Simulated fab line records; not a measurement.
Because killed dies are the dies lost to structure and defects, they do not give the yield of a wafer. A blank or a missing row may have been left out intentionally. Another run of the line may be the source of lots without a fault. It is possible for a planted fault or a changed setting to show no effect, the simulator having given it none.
The tool behind it: which one? -- flow sky130 -- 6 lots (18 wafers sampled), 1 step of a 708-step route

## WHAT THE GAUGES SHOWED, per wafer
SKY_FIELD_ISO_THK_MEAS_25.
lot,measured,on,FIELD_ISO_CVD_24_THK (nm)
L168,day 2 14:47,film metro-03,599 594 604
L170,day 2 21:46,film metro-01,588 590 596
L179,day 4 23:45,film metro-03,599 595 599
L182,day 5 13:04,film metro-01,580 575 586
L185,day 6 06:22,film metro-03,597 594 596
L188,day 6 21:43,film metro-02,585 590 583

## WHAT TOOL EACH LOT RAN ON (gives the tool, then ch and the chambers of the sampled wafers, and finally the start)
The record holds no process step before these readings.

## THE ANSWER, worked out from the rows above alone
Rule: the usual values come from the lots themselves. The widest of any qualifying gaps counts: lots, ordered by their means at a reading, are off when they make up no more than a third of the lots, leave a main group of 4 or more, and stand apart from it by 3 or more times the standard deviation of that group's means. A main group is skipped when, at the precision printed for the reading in the tables above, its means are all equal. Also off: a lot with no number at a reading for which 4 or more lots have one. Where the step has rows for the other lots, those lots are counted as sound.
No lot is off on any of the readings shown, so nothing can be concluded from this.

## WHAT THE SIMULATOR HAD INSERTED
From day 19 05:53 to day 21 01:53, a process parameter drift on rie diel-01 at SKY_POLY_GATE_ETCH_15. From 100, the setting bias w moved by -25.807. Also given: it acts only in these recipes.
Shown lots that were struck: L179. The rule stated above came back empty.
